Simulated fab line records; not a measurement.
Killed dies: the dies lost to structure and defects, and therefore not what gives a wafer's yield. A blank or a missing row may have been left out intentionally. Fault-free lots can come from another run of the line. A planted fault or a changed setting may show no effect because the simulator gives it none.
8D (eight disciplines) problem report, filled in by code || flow sky130 || the parts of the form that need people (team, actions taken, sign-off) are left out

1. THE PROBLEM
Wafers without a fault read 0.4000 Pa, standard deviation 0.00075; chamber_pressure_pa at SKY_METAL3_SPUTTER_01 reads a mean of 0.5525 Pa on 6 wafers belonging to 2 lots. That is +99 or more standard deviations from the usual mean.
The step: material TiN, target thk 20 nm, time 16.7 s.
The first sign was on wafer L674.2 at day 40 06:53, on pvd_sputter-01. Wafers with a number at this step in the record: 36, from 12 lots. The rule behind "out" and "out of limits": a value lying over 4 standard deviations away from the usual mean. The rest of the wafers with a number are treated as sound.

2. WHAT IT IS, WHAT IT ISN'T
{"question": "which readings at this step", "is": "chamber_pressure_pa", "is not": "-"}
{"question": "which lots", "is": "L674, L675", "is not": "L662, L663, L664, L665, L666, L678, L679, L680, L682, L684"}
{"question": "which wafers of those lots", "is": "all that have a number", "is not": "-"}
{"question": "read on which tools", "is": "pvd_sputter-01", "is not": "pvd_sputter-03, pvd_sputter-04"}
{"question": "when", "is": "from day 40 06:53", "is not": "up to then (15 sound wafers); but 15 sound wafers of L678, L679, L680, L682, L684 came after"}

3. WHAT RULES OUT EACH SUSPECT
Counting: a tool stays on the suspect list if, at a process step up to the reading, it processed all lots that are out and no sound lot following the first of them.
- pvd_sputter-03 at SKY_LOCAL_INTERCONNECT_SPUTTER_00 (material TiN, target thk 100 nm, time 83.3 s): ruled out as a lasting fault. Sound lots L678, L679, L682, L684 ran on it after its first lot that is out, L674 (day 33 13:20).
- rie_diel-04 at SKY_VIA1_ETCH_14 (etches BARC in N2/H2, stops on SiO2, time 45.9 s, target depth 60 nm): ruled out as a lasting fault. Sound lots L678, L682 ran on it after its first lot that is out, L674 (day 38 00:44).
- pvd_sputter-01 at SKY_METAL3_SPUTTER_01 (material TiN, target thk 20 nm, time 16.7 s): kept. All lots that are out passed through it, beginning with L674 at day 40 06:53, and no sound lot followed; its final sound lot before that point was L666 at day 37 15:35. Its own chamber_pressure_pa readings are out on those wafers.
Remaining after the count: pvd_sputter-01 at SKY_METAL3_SPUTTER_01.

4. THE CAUSE (what the simulator had put in)
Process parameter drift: pvd_sputter-01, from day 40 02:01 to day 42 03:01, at SKY_METAL3_SPUTTER_01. A move of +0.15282 in setting chamber_pressure_pa, from 0.4. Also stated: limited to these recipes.
This tool alone remained once counting was done.

5. THE CHAIN OF EFFECTS, in route order
One row per reading whose mean, taken over the struck wafers that have a number, lies over 3 standard deviations from the usual. Only readings for which the record gives a usual standard deviation are gone through. hours: the time from each lot's start at the first step in this table that gives one to its start at this step, as a median over the lots. sigmas: the change in usual standard deviations.
{"hours": 0, "step": "SKY_METAL3_SPUTTER_01", "reading": "chamber_pressure_pa", "usual": "0.4000 Pa", "on struck wafers": 0.5525, "change": "+0.1525", "sigmas": "+99 or more"}
{"hours": 0, "step": "SKY_METAL3_SPUTTER_01", "reading": "throttle_valve_pct", "usual": "29.8 %", "on struck wafers": 25.8, "change": -4.0, "sigmas": -3.7}
The process steps in it:
- SKY_METAL3_SPUTTER_01: material TiN, target thk 20 nm, time 16.7 s.

6. HOW IT WOULD HAVE BEEN CAUGHT EARLIER
The fault began at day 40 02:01; the first out-of-limits reading in this record came at day 40 06:53, 5 hours later.
